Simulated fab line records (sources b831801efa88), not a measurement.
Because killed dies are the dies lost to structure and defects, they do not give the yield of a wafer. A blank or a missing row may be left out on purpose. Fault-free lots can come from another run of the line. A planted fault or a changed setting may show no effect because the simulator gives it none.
A lot that was struck, set against a sound lot | flow sky130 | 20 steps out of a route of 708
Sound: wafers L154.1, L154.3, L154.5. The struck wafers were L164.2, L164.3, L164.4. Last of all comes the cause.
Each step with rows lists, per side, the tool, then ch with its chambers, then its first start. Under that, the readings that differ: sound wafers | struck wafers | difference of the means | sigmas: that difference in standard deviations of wafers without a fault.
alike: readings whose means differ by less than 2 such deviations, and words and numbers that are the same on both sides. not compared: withheld readings, readings that some wafer has no value for, bounds like >300 that may hide the same value, and numbers for which the record gives no deviation and whose values overlap.
Wherever a step has rows on one side only, a row that says differs or no value, or a row with sigmas, the two part there. Non-overlapping numbers with no deviation appear without sigmas and do not part them. A reading that every wafer of one side lacks parts them only if that side has two wafers or more.

first, 6 steps without rows for these wafers: SKY_VT_ADJUST_PCH_HMDS_01 (prime time 60 s); SKY_VT_ADJUST_PCH_COAT_02 (resist thk 3000 nm); SKY_VT_ADJUST_PCH_SOFTBAKE_03; SKY_VT_ADJUST_PCH_EXPOSE_04 (exposes mask NWM, target cd 840 nm); SKY_VT_ADJUST_PCH_PEB_05; SKY_VT_ADJUST_PCH_DEVELOP_06 (develop time 60 s).
SKY_VT_ADJUST_PCH_OVL_MEAS_07:
  sound on overlay-02, day 12 19:04; struck on overlay-02, day 15 09:41
  alike: VT_ADJUST_PCH_OVL
next, for these wafers, 1 step has no rows: SKY_VT_ADJUST_PCH_IMPLANT_08.
SKY_VT_ADJUST_PCH_STRIP_09: strips in O2/N2.
  sound on plasma-asher-03 ch 0,1, day 12 19:16; struck on plasma-asher-01 ch 0,1, day 15 09:52
  alike: drypump-motor-current-A, oes-product-au, strip-time-to-endpoint-s
  not compared: rf-hours-counter-h
SKY_VT_ADJUST_PCH_TW_MEAS_10:
  sound on film-metro-02, day 12 19:22; struck on film-metro-04, day 15 09:59
  alike: VT_ADJUST_PCH_TW
then, 2 steps without rows for these wafers: SKY_SONOS_TUNNEL_DEHYDRATE_00 (time 60 s); SKY_SONOS_TUNNEL_HMDS_01 (prime time 60 s).
SKY_SONOS_TUNNEL_COAT_02: resist thk 1140 nm.
  sound on litho-track-03 ch 0, day 13 07:31; struck on litho-track-03 ch 0, day 15 23:08
  reading                                           | sound          | struck            | difference | sigmas
  model.NOVOLAK_of_SONOS_TUNNEL_COAT_02.thk-nm (nm) | 1147 1148 1143 | 828.3 828.8 826.3 | -318.2     |
then, 3 steps without rows for these wafers: SKY_SONOS_TUNNEL_SOFTBAKE_03 (time 60 s); SKY_SONOS_TUNNEL_EXPOSE_04 (exposes mask TUNM, target cd 410 nm); SKY_SONOS_TUNNEL_PEB_05.
SKY_SONOS_TUNNEL_DEVELOP_06: develop time 60 s.
  sound on litho-track-01 ch 0, day 13 20:37; struck on litho-track-02 ch 0, day 16 12:34
  reading                                           | sound          | struck            | difference | sigmas
  model.NOVOLAK_of_SONOS_TUNNEL_COAT_02.thk-nm (nm) | 1147 1148 1142 | 827.9 828.4 825.9 | -318.3     |
SKY_SONOS_TUNNEL_CD_MEAS_07: the cd target is 410 nm.
  sound on cd-sem-02, day 13 20:49; struck on cd-sem-02, day 16 12:43
  reading    | sound             | struck            | difference | sigmas
  cd-nm (nm) | 409.1 406.5 408.7 | 446.5 443.9 443.9 | +36.7      | +18
SKY_SONOS_TUNNEL_OVL_MEAS_08:
  sound on overlay-02, day 13 20:56; struck on overlay-02, day 16 12:49
  alike: SONOS_TUNNEL_OVL
-- the record jumps here: 33 days lie between the struck wafers' starts before and after (it left off in module SONOS_TUNNEL and takes up again in module PAD_OPEN, whose first step shown is number 708 of the route) --
SKY_PAD_OPEN_PROBE_99:
  sound on prober-02, day 47 16:53; struck on prober-01, day 49 09:20
  alike: killed_at_M0_to_M3, killed_at_M4_up, killed-at-contacts, killed-at-front-end, killed-at-other, killed-dies, killed-on-rim, killed-open, killed-short

## WHERE THEY PART
Only at SKY_SONOS_TUNNEL_CD_MEAS_07, as far as this record shows. Later steps at which nothing parts them and some readings are alike: SKY_SONOS_TUNNEL_OVL_MEAS_08, SKY_PAD_OPEN_PROBE_99.

WHY: whatever the simulator had introduced
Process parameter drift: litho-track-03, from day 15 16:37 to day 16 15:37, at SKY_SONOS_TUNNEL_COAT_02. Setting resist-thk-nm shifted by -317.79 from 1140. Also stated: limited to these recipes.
